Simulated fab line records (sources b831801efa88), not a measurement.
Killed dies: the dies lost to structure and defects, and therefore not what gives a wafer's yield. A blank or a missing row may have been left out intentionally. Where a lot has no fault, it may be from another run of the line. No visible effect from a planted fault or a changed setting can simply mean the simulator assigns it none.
One fault through the eyes of 2 desks | flow gf180mcu | what lay behind the numbers comes last; until then each desk has only its own

## DESK OF THE TOOL OWNER: wet-bench-01
The tool's own readings at GF_STI_WET_ETCH_28 (etches SiO2 in dHF, target depth 20 nm, time 40 s): means of the sampled wafers that have a number, for each lot that ran on this tool. The brackets show how far a lot's mean lies from the usual mean; more than 4 standard deviations puts the lot out of limits, marked OUT.
Columns: A = run-length-s at GF_STI_WET_ETCH_28, usual 68 s; B = temp-c at GF_STI_WET_ETCH_28, usual 25.01 C
lot  | first seen here | A             | B
L922 | day 2 15:08     | 72            | 24.70
L928 | day 3 21:47     | 41 (-9.0) OUT | 24.86
L930 | day 4 08:25     | 48 (-6.7) OUT | 24.97
Finding of this desk: L928, L930 out of limits; the first was L928 at day 3 21:47, on run-length-s at GF_STI_WET_ETCH_28. L922 stayed within limits.

## THE METROLOGY DESK
Lot by lot, what the gauges showed, no matter which tool ran the lot: averages of those sampled wafers that carry a number. The brackets show how far a lot's mean lies from the usual mean; more than 4 standard deviations puts the lot out of limits, marked OUT.
Columns: A = STI_OXIDATION_01_THK at GF_STI_THK_MEAS_22, usual 14.87 nm; B = STI_CVD_23_THK at GF_STI_THK_MEAS_24, usual 655 nm; C = STI_OXIDATION_02_THK at GF_STI_THK_MEAS_30, usual 9.91 nm; D = DNWELL_TW at GF_DNWELL_TW_MEAS_09, usual 1326; E = NWELL_OVL at GF_NWELL_OVL_MEAS_07, usual -0.5 nm; F = NWELL_TW at GF_NWELL_TW_MEAS_11, usual 1554
lot  | first seen here | A     | B   | C    | D    | E    | F
L922 | day 2 14:04     | 14.61 | 652 | 9.74 | 1322 | -0.6 | 1541
L923 | day 2 19:43     | 15.21 | 662 | 9.92 | 1323 | -2.0 | 1540
L928 | day 3 20:44     | 14.68 | 652 | 9.96 | 1330 | 0.5  | 1537
L929 | day 4 03:10     | 15.12 | 664 | 9.86 | 1321 | 1.0  | 1572
L930 | day 4 07:21     | 14.62 | 661 | 9.96 | 1332 | -0.1 | 1544
L938 | day 6 00:55     | 14.67 | 653 | 9.85 | 1324 | -0.9 | 1553
This desk found nothing out of limits on any of the 6 lots.

## ALL TOGETHER
An alarm could have come from the tool owner's desk at day 3 21:47, on L928, L930.
The metrology desk saw nothing out of limits.
The metrology desk holds a record of L928, L930, inside its limits.
On wet-bench-01, each named lot ran GF_STI_WET_ETCH_28.

## WHAT THE SIMULATOR HAD INSERTED
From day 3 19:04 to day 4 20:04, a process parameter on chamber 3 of wet-bench-01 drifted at GF_STI_WET_ETCH_28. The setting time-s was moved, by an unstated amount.
Lots struck among those shown: L928, L930.
Delay in hours, fault start to first out-of-limits reading, by desk: the tool owner's desk at 3.
